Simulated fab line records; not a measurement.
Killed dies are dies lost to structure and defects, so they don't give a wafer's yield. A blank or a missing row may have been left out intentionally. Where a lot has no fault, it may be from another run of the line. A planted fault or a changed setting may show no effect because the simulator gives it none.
Which of the tools did it? -- flow gf180mcu -- Sampling: 13 lots, 39 wafers, 6 of 602 route steps

== WHAT THE GAUGES SHOWED, per wafer ==
GF_MVSD_TW_MEAS_11.
lot,measured,on,MVSD_TW
L700,day 4 17:47,film-metro-04,1597 1603 1600
L701,day 4 22:13,film-metro-04,1604 1609 1608
L702,day 5 06:04,film-metro-04,1584 1572 1578
L703,day 5 08:52,film-metro-04,1591 1581 1590
L706,day 6 01:05,film-metro-03,1610 1611 1610
L708,day 6 15:07,film-metro-04,1486 1483 1486
L714,day 8 07:46,film-metro-04,1606 1588 1596
L716,day 8 14:16,film-metro-01,1571 1557 1567
L717,day 9 00:01,film-metro-01,1555 1556 1561
L718,day 9 05:24,film-metro-03,1611 1614 1607
L720,day 9 11:43,film-metro-04,1596 1604 1609
L721,day 9 17:35,film-metro-01,1563 1563 1570
L722,day 10 00:47,film-metro-01,1562 1561 1558

GF_POLY_GATE_CD_MEAS_10: the cd target is 280 nm.
lot,measured,on,cd-nm (nm)
L700,day 9 11:55,cd-sem-01,279.2 280.4 279.3
L701,day 9 17:01,cd-sem-01,277.9 278.7 278.7
L702,day 10 02:21,cd-sem-01,279.3 278.5 278.6
L703,day 10 04:14,cd-sem-01,280.6 280.7 282.1
L706,day 11 05:01,cd-sem-02,278.5 279.6 278.2
L708,day 11 19:25,cd-sem-01,279.3 279.2 281.4
L714,day 13 22:43,cd-sem-02,280.3 279.6 280.1
L716,day 14 07:02,cd-sem-01,280.3 279.1 279.0
L717,day 14 18:29,cd-sem-01,278.4 278.2 279.2
L718,day 15 00:28,cd-sem-02,277.7 277.7 279.0
L720,day 15 09:53,cd-sem-02,279.6 279.8 280.0
L721,day 15 15:40,cd-sem-01,280.9 280.3 281.5
L722,day 16 01:36,cd-sem-01,277.0 278.5 278.3

GF_POLY_GATE_OVL_MEAS_11.
lot,measured,on,POLY_GATE_OVL (nm)
L700,day 9 12:02,overlay-02,-6 -4 -2
L701,day 9 17:08,overlay-01,-2 -6 -2
L702,day 10 02:28,overlay-01,0 -1 -3
L703,day 10 04:21,overlay-02,-8 -3 -5
L706,day 11 05:08,overlay-02,1 0 6
L708,day 11 19:32,overlay-02,0 -3 -4
L714,day 13 22:50,overlay-01,-3 -1 1
L716,day 14 07:08,overlay-02,10 -5 3
L717,day 14 18:36,overlay-02,-4 -9 1
L718,day 15 00:33,overlay-02,-4 -10 2
L720,day 15 10:00,overlay-02,-3 0 -10
L721,day 15 15:47,overlay-02,10 5 6
L722,day 16 01:43,overlay-01,-2 -3 -1

== EACH LOT AND THE TOOL THAT RAN IT (in order: tool; ch and the chambers of the sampled wafers; start) ==
lot,GF_LVPWELL_STRIP_10,GF_MVSD_STRIP_10,GF_MVPSD_STRIP_10
L700,"plasma-asher-01 ch 0,1, day 4 02:59","plasma-asher-01 ch 0,1, day 4 17:41","plasma-asher-02 ch 0,1, day 5 08:14"
L701,"plasma-asher-01 ch 0,1, day 4 08:05","plasma-asher-03 ch 0,1, day 4 22:07","plasma-asher-04 ch 0,1, day 5 12:02"
L702,"plasma-asher-01 ch 0,1, day 4 16:04","plasma-asher-03 ch 0,1, day 5 05:58","plasma-asher-03 ch 0,1, day 5 19:59"
L703,"plasma-asher-02 ch 0,1, day 4 18:35","plasma-asher-01 ch 0, day 5 08:46","plasma-asher-03 ch 0,1, day 5 22:07"
L706,"plasma-asher-01 ch 0,1, day 5 10:40","plasma-asher-01 ch 0,1, day 6 00:59","plasma-asher-04 ch 0,1, day 6 15:41"
L708,"plasma-asher-02 ch 0,1, day 6 00:02","plasma-asher-02 ch 0,1, day 6 15:01","plasma-asher-04 ch 0,1, day 7 06:32"
L714,"plasma-asher-01 ch 0,1, day 7 15:25","plasma-asher-02 ch 0,1, day 8 07:40","plasma-asher-02 ch 0,1, day 9 00:17"
L716,"plasma-asher-04 ch 0,1, day 7 21:13","plasma-asher-01 ch 0,1, day 8 14:10","plasma-asher-04 ch 0,1, day 9 07:31"
L717,"plasma-asher-01 ch 0,1, day 8 07:26","plasma-asher-03 ch 0,1, day 8 23:55","plasma-asher-02 ch 0,1, day 9 17:20"
L718,"plasma-asher-02 ch 0,1, day 8 12:22","plasma-asher-01 ch 0,1, day 9 05:19","plasma-asher-02 ch 0,1, day 9 22:28"
L720,"plasma-asher-04 ch 0,1, day 8 17:35","plasma-asher-02 ch 0,1, day 9 11:37","plasma-asher-02 ch 0,1, day 10 05:14"
L721,"plasma-asher-04 ch 0,1, day 9 00:16","plasma-asher-03 ch 0,1, day 9 17:29","plasma-asher-04 ch 0,1, day 10 10:52"
L722,"plasma-asher-04 ch 0,1, day 9 07:01","plasma-asher-01 ch 0,1, day 10 00:41","plasma-asher-02 ch 0,1, day 10 18:41"
- GF_LVPWELL_STRIP_10: strips in O2/N2.
- GF_MVSD_STRIP_10: strips in O2/N2.
- GF_MVPSD_STRIP_10: strips in O2/N2.

== AS READ BY THE TOOLS THEMSELVES (means over the sampled wafers that have a number; for cases with no such wafer, the mark the record gives instead) ==
GF_LVPWELL_STRIP_10.
lot,tool,chamber-pressure-mTorr (mTorr),drypump-motor-current-A (A),heater-power-w (W),oes-product-au (a.u.),strip-time-to-endpoint-s (s)
L700,plasma-asher-01,1500.3,5.6,344,0.719,36.98
L701,plasma-asher-01,1500.3,5.4,344,0.725,37.14
L702,plasma-asher-01,1501.7,5.4,343,0.717,36.84
L703,plasma-asher-02,1499.9,5.7,292,0.723,36.87
L706,plasma-asher-01,1500.4,5.6,341,0.720,36.89
L708,plasma-asher-02,1499.5,5.8,287,0.964,-
L714,plasma-asher-01,1502.3,5.6,343,0.722,37.09
L716,plasma-asher-04,1500.9,5.9,298,0.721,37.01
L717,plasma-asher-01,1502.2,5.4,345,0.720,36.99
L718,plasma-asher-02,1501.7,5.8,285,0.723,36.85
L720,plasma-asher-04,1499.4,6.3,305,0.725,36.86
L721,plasma-asher-04,1500.8,5.9,301,0.721,36.81
L722,plasma-asher-04,1499.6,6.3,308,0.726,36.92

GF_MVSD_STRIP_10.
lot,tool,chamber-pressure-mTorr (mTorr),drypump-motor-current-A (A),heater-power-w (W),oes-product-au (a.u.),strip-time-to-endpoint-s (s)
L700,plasma-asher-01,1500.0,5.6,342,0.724,36.88
L701,plasma-asher-03,1499.6,5.7,339,0.724,36.91
L702,plasma-asher-03,1499.7,5.4,351,0.722,36.92
L703,plasma-asher-01,1500.2,5.8,339,0.723,36.97
L706,plasma-asher-01,1498.9,5.6,343,0.724,37.03
L708,plasma-asher-02,1499.7,5.8,291,0.726,45.53
L714,plasma-asher-02,1499.9,5.8,287,0.721,36.79
L716,plasma-asher-01,1499.5,5.6,341,0.719,36.99
L717,plasma-asher-03,1499.7,5.7,345,0.716,36.91
L718,plasma-asher-01,1498.9,5.4,343,0.729,36.95
L720,plasma-asher-02,1500.8,5.7,286,0.722,36.96
L721,plasma-asher-03,1499.2,5.4,347,0.721,36.89
L722,plasma-asher-01,1500.1,5.4,347,0.725,36.94

GF_MVPSD_STRIP_10.
lot,tool,chamber-pressure-mTorr (mTorr),drypump-motor-current-A (A),heater-power-w (W),oes-product-au (a.u.),strip-time-to-endpoint-s (s)
L700,plasma-asher-02,1499.6,5.7,294,0.725,37.04
L701,plasma-asher-04,1499.9,6.3,305,0.719,36.86
L702,plasma-asher-03,1499.1,5.4,347,0.722,36.85
L703,plasma-asher-03,1499.4,5.7,333,0.719,36.98
L706,plasma-asher-04,1499.4,6.3,308,0.721,36.95
L708,plasma-asher-04,1499.6,5.9,298,0.722,36.90
L714,plasma-asher-02,1499.3,5.8,290,0.722,37.03
L716,plasma-asher-04,1500.5,5.9,302,0.727,36.80
L717,plasma-asher-02,1500.6,5.8,284,0.723,36.98
L718,plasma-asher-02,1498.6,5.8,291,0.719,36.72
L720,plasma-asher-02,1499.8,5.8,292,0.722,36.82
L721,plasma-asher-04,1500.9,5.9,297,0.726,36.90
L722,plasma-asher-02,1500.3,5.8,291,0.723,36.73

== THE ANSWER, worked out from the rows above alone ==
Rule: usual is defined by the lots themselves. The widest of any qualifying gaps counts: lots, ordered by their means at a reading, are off when they make up no more than a third of the lots, leave a main group of 4 or more, and stand apart from it by 3 or more times the standard deviation of that group's means. A main group whose means are all the same, to the digits that the tables above print for the reading, isn't used. A lot without any number at a reading at which 4 lots or more have one is off too. Where the step has rows for the other lots, those lots are counted as sound. First the gauges in route order, then the tools' own readings, where a lot's mean is used as printed above. The first step at which some lot is off is used, and at that step the reading that is off furthest; a lot without a number counts as furthest.
Off: L708, at GF_MVSD_TW_MEAS_11 (MVSD_TW). The main group: mean 1587, standard deviation 20.
A tool fits if, at a process step before that reading, it ran every lot that is off, and no sound lot after the first of them. Not tried: the gauges at GF_MVSD_TW_MEAS_11; whatever is off there is also off at GF_LVPWELL_STRIP_10, on other tools, and gauge error can't account for it. No candidate that was tried fits.

== WHAT THE SIMULATOR PUT IN ==
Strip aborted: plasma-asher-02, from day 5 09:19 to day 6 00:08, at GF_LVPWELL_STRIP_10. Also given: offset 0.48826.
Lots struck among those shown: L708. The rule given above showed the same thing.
